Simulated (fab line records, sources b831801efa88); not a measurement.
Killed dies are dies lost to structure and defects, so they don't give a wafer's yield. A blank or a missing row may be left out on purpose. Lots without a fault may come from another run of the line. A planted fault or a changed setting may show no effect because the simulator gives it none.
Which tool did it? | flow sky130 | 11 lots, 33 wafers sampled, at 5 steps of a route of 708

WHAT THE GAUGES READ, wafer by wafer
SKY_LOCAL_INTERCONNECT_OVL_MEAS_12.
lot  | measured     | on         | LOCAL_INTERCONNECT_OVL (nm)
L690 | day 30 06:58 | overlay-02 | -5 -6 2
L691 | day 30 15:16 | overlay-01 | 2 7 0
L692 | day 31 05:10 | overlay-02 | 9 0 3
L695 | day 31 21:31 | overlay-01 | -11 -6 -15
L693 | day 31 23:31 | overlay-01 | -9 -2 -5
L697 | day 32 21:43 | overlay-02 | -3 3 1
L698 | day 33 00:16 | overlay-02 | -5 7 13
L700 | day 33 15:49 | overlay-01 | 5 13 5
L711 | day 36 16:47 | overlay-01 | -1 4 -3
L712 | day 37 00:52 | overlay-01 | 2 3 2
L713 | day 37 08:32 | overlay-01 | -3 -5 -5

SKY_CONTACT_RS_MEAS_25: measures by four-point-probe.
lot  | measured     | on            | CONTACT_W_RS (ohm/sq)
L690 | day 31 13:13 | film_metro-04 | 0.343 0.342 0.339
L691 | day 31 21:32 | film_metro-04 | 0.342 0.343 0.344
L692 | day 32 10:59 | film_metro-04 | 0.341 0.339 0.339
L695 | day 33 03:08 | film_metro-01 | 0.335 0.338 0.339
L693 | day 33 04:56 | film_metro-01 | 0.338 0.343 0.343
L697 | day 34 02:59 | film_metro-02 | 0.336 0.338 0.340
L698 | day 34 05:19 | film_metro-01 | 0.331 0.335 0.336
L700 | day 34 20:11 | film_metro-04 | 0.343 0.247 0.340
L711 | day 37 21:02 | film_metro-04 | 0.346 0.347 0.342
L712 | day 38 05:40 | film_metro-04 | 0.343 0.341 0.345
L713 | day 38 11:55 | film_metro-04 | 0.343 0.341 0.344

SKY_CONTACT_THK_MEAS_26: measures by xrf.
lot  | measured     | on            | CONTACT_W_THK (nm)
L690 | day 31 13:20 | film_metro-04 | 338 341 342
L691 | day 31 21:38 | film_metro-04 | 341 339 342
L692 | day 32 11:05 | film_metro-04 | 341 340 341
L695 | day 33 03:15 | film_metro-01 | 350 350 349
L693 | day 33 05:04 | film_metro-01 | 347 343 344
L697 | day 34 03:07 | film_metro-02 | 350 344 345
L698 | day 34 05:26 | film_metro-01 | 356 352 351
L700 | day 34 20:19 | film_metro-04 | 338 471 340
L711 | day 37 21:10 | film_metro-04 | 341 340 344
L712 | day 38 05:47 | film_metro-04 | 344 346 346
L713 | day 38 12:02 | film_metro-04 | 343 346 342

WHICH TOOL RAN EACH LOT (tool, then ch and the chambers of the sampled wafers, then the start)
lot  | SKY_CONTACT_SPUTTER_23       | SKY_CONTACT_CVD_24
L690 | pvd_sputter-01, day 31 13:02 | cvd_w-02 ch 0,1, day 31 13:06
L691 | pvd_sputter-04, day 31 21:20 | cvd_w-02 ch 0,1, day 31 21:24
L692 | pvd_sputter-03, day 32 10:40 | cvd_w-01 ch 0, day 32 10:48
L695 | pvd_sputter-04, day 33 02:58 | cvd_w-02 ch 0,1, day 33 03:01
L693 | pvd_sputter-04, day 33 04:46 | cvd_w-02 ch 0, day 33 04:50
L697 | pvd_sputter-01, day 34 02:49 | cvd_w-02 ch 0,1, day 34 02:53
L698 | pvd_sputter-03, day 34 05:09 | cvd_w-02 ch 0,1, day 34 05:13
L700 | pvd_sputter-01, day 34 20:01 | cvd_w-02 ch 0,1, day 34 20:05
L711 | pvd_sputter-04, day 37 20:52 | cvd_w-01 ch 0,1, day 37 20:56
L712 | pvd_sputter-04, day 38 05:30 | cvd_w-02 ch 0,1, day 38 05:34
L713 | pvd_sputter-01, day 38 11:44 | cvd_w-01 ch 0,1, day 38 11:48
- SKY_CONTACT_SPUTTER_23: material TiN, target thk 20 nm, time 80 s.
- SKY_CONTACT_CVD_24: deposits W, target thk 340 nm, time 102.12 s.

WHAT THE TOOLS THEMSELVES READ (means of the sampled wafers that have a number; where no wafer has one, the mark that the record gives instead)
SKY_CONTACT_SPUTTER_23.
lot  | tool           | throttle_valve_pct (%)
L690 | pvd_sputter-01 | 29.5
L691 | pvd_sputter-04 | 30.0
L692 | pvd_sputter-03 | 30.3
L695 | pvd_sputter-04 | 29.2
L693 | pvd_sputter-04 | 29.2
L697 | pvd_sputter-01 | 29.5
L698 | pvd_sputter-03 | 29.6
L700 | pvd_sputter-01 | 29.1
L711 | pvd_sputter-04 | 28.9
L712 | pvd_sputter-04 | 30.1
L713 | pvd_sputter-01 | 28.9

SKY_CONTACT_CVD_24.
lot  | tool     | heater_power_w (W)
L690 | cvd_w-02 | 906
L691 | cvd_w-02 | 901
L692 | cvd_w-01 | 1211
L695 | cvd_w-02 | 895
L693 | cvd_w-02 | 902
L697 | cvd_w-02 | 892
L698 | cvd_w-02 | 886
L700 | cvd_w-02 | 883
L711 | cvd_w-01 | 1096
L712 | cvd_w-02 | 886
L713 | cvd_w-01 | 964

THE ANSWER, worked out from the rows above alone
Rule: what is usual is taken from the lots themselves. Put in order of their means at a reading, lots are off if they are a third of the lots or fewer, leave a main group of 4 or more, and stand apart from it by a gap of 3 or more times the standard deviation of the main group's means; of several such gaps the widest counts. A main group whose means are all the same, to the digits that the tables above print for the reading, isn't used. A lot without any number at a reading at which 4 lots or more have one is off too. The other lots that the step has rows for count as sound. The gauges are gone through in route order, then the tools' own readings, and for those a lot's mean is taken as printed above. The first step at which some lot is off is used, and at that step the reading that is off furthest; a lot without a number counts as furthest.
Off: L700, at SKY_CONTACT_RS_MEAS_25 (CONTACT_W_RS). The main group: mean 0.341 ohm/sq, standard deviation 0.0031.
A tool fits if, at a process step before that reading, it ran every lot that is off, and no sound lot after the first of them. The gauges at SKY_CONTACT_RS_MEAS_25 are tried like those tools. None of those tried fits.

WHAT THE SIMULATOR HAD PUT IN
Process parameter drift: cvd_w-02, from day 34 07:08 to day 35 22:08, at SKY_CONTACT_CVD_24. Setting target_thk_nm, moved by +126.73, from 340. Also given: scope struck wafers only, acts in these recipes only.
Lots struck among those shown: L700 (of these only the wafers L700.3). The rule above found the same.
